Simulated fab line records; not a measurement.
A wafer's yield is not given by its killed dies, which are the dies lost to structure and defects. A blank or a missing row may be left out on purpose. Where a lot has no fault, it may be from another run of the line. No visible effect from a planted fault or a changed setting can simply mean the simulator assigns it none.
Problem report, 8D (eight disciplines) form, completed by code | flow sky130 | the parts of the form that need people (team, actions taken, sign-off) are left out

1. THE ISSUE
dose-ions-cm2 at SKY_LDD_N_IMPLANT_09 reads a mean of 1.151e+14 on 6 wafers of 2 lots; wafers without a fault read 7.499e+13 with a standard deviation of 8.7e+10. That is +99 or more standard deviations from the usual mean.
The first sign was on wafer L976.1 at day 24 13:40, on implanter-04. The record has a number at this step for 36 wafers belonging to 12 lots. Rule for "out" (also "out of limits"): further than 4 standard deviations from the usual mean. The other wafers with a number count as sound.

2. WHAT IT IS, WHAT IT ISN'T
question                    | is                                           | is not
which readings at this step | dose-ions-cm2, beam-on-s, faraday-current-uA | -
which lots                  | L976, L979                                   | L958, L959, L962, L963, L964, L965, L966, L968, L973, L980
which wafers of those lots  | all that have a number                       | -
read on which tools         | implanter-04                                 | implanter-01, implanter-02
when                        | from day 24 13:40                            | up to then (27 sound wafers); but 3 sound wafers of L980 came after

3. SUSPECTS, AND WHAT RULES EACH OUT
Counting: any tool at a process step up to the reading is kept as a suspect provided that every lot that is out went through it and no sound lot did after the first of them.
- implanter-04 at SKY_LDD_N_IMPLANT_09: kept. Every lot that is out went through it, starting with L976 (day 24 13:40), and after that it ran no sound lot; the last sound lot it ran before then is L964 (day 20 06:04). Out on those wafers are its own readings of beam-on-s, dose-ions-cm2, faraday-current-uA.
The count leaves implanter-04 at SKY_LDD_N_IMPLANT_09.

4. THE CAUSE (what the simulator had put in)
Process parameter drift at SKY_LDD_N_IMPLANT_09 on implanter-04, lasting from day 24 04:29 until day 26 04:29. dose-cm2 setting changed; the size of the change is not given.
Only this tool survived the counting.

5. THE EFFECT CHAIN, in route order
Each row: a reading whose mean over the struck wafers that have a number lies more than 3 standard deviations from the usual. Only readings whose record carries a usual standard deviation are examined. hours: median over the lots of the time between each lot's start at the first step of this table that gives one and its start at this step. sigmas: the change, counted in usual standard deviations.
hours | step                 | reading                  | usual     | on struck wafers | change     | sigmas
0     | SKY_LDD_N_IMPLANT_09 | beam-on-s                | 10.00 s   | 12.32            | +2.32      | +11
0     | SKY_LDD_N_IMPLANT_09 | dose-ions-cm2            | 7.499e+13 | 1.151e+14        | +4.009e+13 | +99 or more
0     | SKY_LDD_N_IMPLANT_09 | faraday-current-uA       | 423       | 526              | +103       | +12
1     | SKY_LDD_N_STRIP_16   | strip-time-to-endpoint-s | 4.323 s   | 4.438            | +0.115     | +9.6
Process steps it contains:
- SKY_LDD_N_IMPLANT_09
- SKY_LDD_N_STRIP_16: strips in O2/N2.
Later measuring or inspecting steps at which every struck wafer that the step has a row for has a number for every such reading, and none has moved that far: SKY_VIA1_THK_MEAS_01.

6. HOW IT WOULD HAVE BEEN CAUGHT EARLIER
First out-of-limits reading in this record: day 24 13:40, which is 9 hours after fault onset at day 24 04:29.
